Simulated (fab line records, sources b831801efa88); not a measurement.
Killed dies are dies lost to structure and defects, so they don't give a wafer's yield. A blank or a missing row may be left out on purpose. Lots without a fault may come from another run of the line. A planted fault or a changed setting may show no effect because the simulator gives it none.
Which tool did it? | flow gf180mcu | 13 lots, 39 wafers sampled, at 5 steps of a route of 602

WHAT THE GAUGES READ, wafer by wafer
GF_VT_IMPLANT_TW_MEAS_10.
lot  | measured     | on            | VT_IMPLANT_TW
L287 | day 5 18:04  | film_metro-01 | 558 560 561
L288 | day 5 20:29  | film_metro-03 | 563 560 563
L289 | day 5 23:36  | film_metro-01 | 562 561 561
L290 | day 6 11:24  | film_metro-03 | 563 564 567
L291 | day 6 20:30  | film_metro-01 | 565 563 563
L292 | day 7 00:34  | film_metro-01 | 561 566 559
L293 | day 7 03:41  | film_metro-03 | 565 565 565
L295 | day 7 16:50  | film_metro-03 | 563 565 563
L300 | day 8 21:32  | film_metro-01 | 566 564 560
L304 | day 10 00:44 | film_metro-03 | 564 563 564
L306 | day 10 23:59 | film_metro-03 | 566 563 568
L308 | day 11 04:32 | film_metro-04 | 565 568 568
L309 | day 11 11:28 | film_metro-01 | 560 564 563

GF_VT_IMPLANT_TW_MEAS_32.
lot  | measured     | on            | VT_IMPLANT_3_TW
L287 | day 6 22:53  | film_metro-01 | 268.6 267.4 267.1
L288 | day 7 02:26  | film_metro-03 | 269.3 268.9 268.9
L289 | day 7 05:22  | film_metro-04 | 270.5 271.7 272.4
L290 | day 7 17:19  | film_metro-03 | 268.4 269.2 268.8
L291 | day 8 04:39  | film_metro-04 | 271.7 272.4 272.3
L292 | day 8 07:38  | film_metro-04 | 272.6 273.1 272.9
L293 | day 8 12:38  | film_metro-01 | 267.1 268.3 266.8
L295 | day 9 01:02  | film_metro-04 | 271.7 270.1 269.6
L300 | day 10 08:34 | film_metro-03 | 268.1 269.3 270.0
L304 | day 11 12:44 | film_metro-03 | 269.4 270.3 269.4
L306 | day 12 13:27 | film_metro-04 | 270.2 272.2 271.4
L308 | day 12 18:37 | film_metro-03 | 269.3 269.7 270.6
L309 | day 13 02:16 | film_metro-01 | 269.2 267.0 267.8

GF_VT_IMPLANT_TW_MEAS_43.
lot  | measured     | on            | VT_IMPLANT_4_TW
L287 | day 7 15:00  | film_metro-04 | 695 695 699
L288 | day 7 18:46  | film_metro-03 | 693 696 691
L289 | day 7 20:57  | film_metro-03 | 692 691 695
L290 | day 8 09:55  | film_metro-04 | 704 697 699
L291 | day 8 21:16  | film_metro-01 | 687 688 692
L292 | day 9 00:44  | film_metro-04 | 696 691 695
L293 | day 9 05:26  | film_metro-03 | 856 861 856
L295 | day 9 17:44  | film_metro-03 | 860 860 860
L300 | day 11 02:49 | film_metro-01 | 690 689 691
L304 | day 12 07:46 | film_metro-03 | 692 691 689
L306 | day 13 08:56 | film_metro-03 | 696 699 697
L308 | day 13 14:29 | film_metro-01 | 689 690 691
L309 | day 13 23:01 | film_metro-04 | 698 701 702

WHICH TOOL RAN EACH LOT (tool, then ch and the chambers of the sampled wafers, then the start)
lot  | GF_VT_IMPLANT_STRIP_31               | GF_VT_IMPLANT_IMPLANT_41
L287 | plasma_asher-01 ch 0,1, day 6 22:47  | implanter-01 ch 0, day 7 14:45
L288 | plasma_asher-01 ch 0,1, day 7 02:20  | implanter-01 ch 0, day 7 18:31
L289 | plasma_asher-04 ch 0,1, day 7 05:12  | implanter-04 ch 0, day 7 20:44
L290 | plasma_asher-04 ch 0,1, day 7 17:14  | implanter-04 ch 0, day 8 09:42
L291 | plasma_asher-03 ch 0,1, day 8 04:33  | implanter-02 ch 0, day 8 21:01
L292 | plasma_asher-01 ch 0,1, day 8 07:31  | implanter-04 ch 0, day 9 00:29
L293 | plasma_asher-03 ch 0,1, day 8 12:32  | implanter-04 ch 0, day 9 04:52
L295 | plasma_asher-04 ch 0,1, day 9 00:57  | implanter-01 ch 0, day 9 17:12
L300 | plasma_asher-04 ch 0,1, day 10 08:27 | implanter-02 ch 0, day 11 02:35
L304 | plasma_asher-03 ch 0,1, day 11 12:39 | implanter-02 ch 0, day 12 07:33
L306 | plasma_asher-03 ch 0,1, day 12 13:21 | implanter-04 ch 0, day 13 08:41
L308 | plasma_asher-03 ch 0,1, day 12 18:31 | implanter-02 ch 0, day 13 14:16
L309 | plasma_asher-03 ch 0,1, day 13 02:10 | implanter-02 ch 0, day 13 22:46
- GF_VT_IMPLANT_STRIP_31: strips in O2/N2.
- GF_VT_IMPLANT_IMPLANT_41

WHAT THE TOOLS THEMSELVES READ (means of the sampled wafers that have a number; where no wafer has one, the mark that the record gives instead)
GF_VT_IMPLANT_STRIP_31.
lot  | tool            | drypump_motor_current_A (A) | heater_power_w (W) | oes_product_au (a.u.) | strip_time_to_endpoint_s (s)
L287 | plasma_asher-01 | 5.75                        | 381                | 0.714                 | 12.65
L288 | plasma_asher-01 | 5.76                        | 382                | 0.713                 | 12.59
L289 | plasma_asher-04 | 5.46                        | 324                | 0.717                 | 12.61
L290 | plasma_asher-04 | 5.47                        | 325                | 0.717                 | 12.62
L291 | plasma_asher-03 | 5.64                        | 338                | 0.715                 | 12.65
L292 | plasma_asher-01 | 5.63                        | 379                | 0.716                 | 12.65
L293 | plasma_asher-03 | 5.45                        | 331                | 0.716                 | 12.61
L295 | plasma_asher-04 | 5.49                        | 324                | 0.714                 | 12.66
L300 | plasma_asher-04 | 5.48                        | 323                | 0.714                 | 12.65
L304 | plasma_asher-03 | 5.65                        | 337                | 0.720                 | 12.65
L306 | plasma_asher-03 | 5.43                        | 332                | 0.716                 | 12.57
L308 | plasma_asher-03 | 5.44                        | 339                | 0.717                 | 12.57
L309 | plasma_asher-03 | 5.46                        | 332                | 0.717                 | 12.60

GF_VT_IMPLANT_IMPLANT_41.
lot  | tool         | beam_on_s (s)
L287 | implanter-01 | 10.08
L288 | implanter-01 | 9.94
L289 | implanter-04 | 9.87
L290 | implanter-04 | 10.09
L291 | implanter-02 | 10.05
L292 | implanter-04 | 10.12
L293 | implanter-04 | 10.05
L295 | implanter-01 | 10.06
L300 | implanter-02 | 10.09
L304 | implanter-02 | 10.18
L306 | implanter-04 | 9.99
L308 | implanter-02 | 9.92
L309 | implanter-02 | 9.84

THE ANSWER, worked out from the rows above alone
Rule: what is usual is taken from the lots themselves. Put in order of their means at a reading, lots are off if they are a third of the lots or fewer, leave a main group of 4 or more, and stand apart from it by a gap of 3 or more times the standard deviation of the main group's means; of several such gaps the widest counts. A main group whose means are all the same, to the digits that the tables above print for the reading, isn't used. A lot without any number at a reading at which 4 lots or more have one is off too. The other lots that the step has rows for count as sound. The gauges are gone through in route order, then the tools' own readings, and for those a lot's mean is taken as printed above. The first step at which some lot is off is used, and at that step the reading that is off furthest; a lot without a number counts as furthest.
Off: L293, L295, at GF_VT_IMPLANT_TW_MEAS_43 (VT_IMPLANT_4_TW). The main group: mean 694, standard deviation 3.8.
A tool fits if, at a process step before that reading, it ran every lot that is off, and no sound lot after the first of them. The gauges at GF_VT_IMPLANT_TW_MEAS_43 are tried like those tools. None of those tried fits.

WHAT THE SIMULATOR HAD PUT IN
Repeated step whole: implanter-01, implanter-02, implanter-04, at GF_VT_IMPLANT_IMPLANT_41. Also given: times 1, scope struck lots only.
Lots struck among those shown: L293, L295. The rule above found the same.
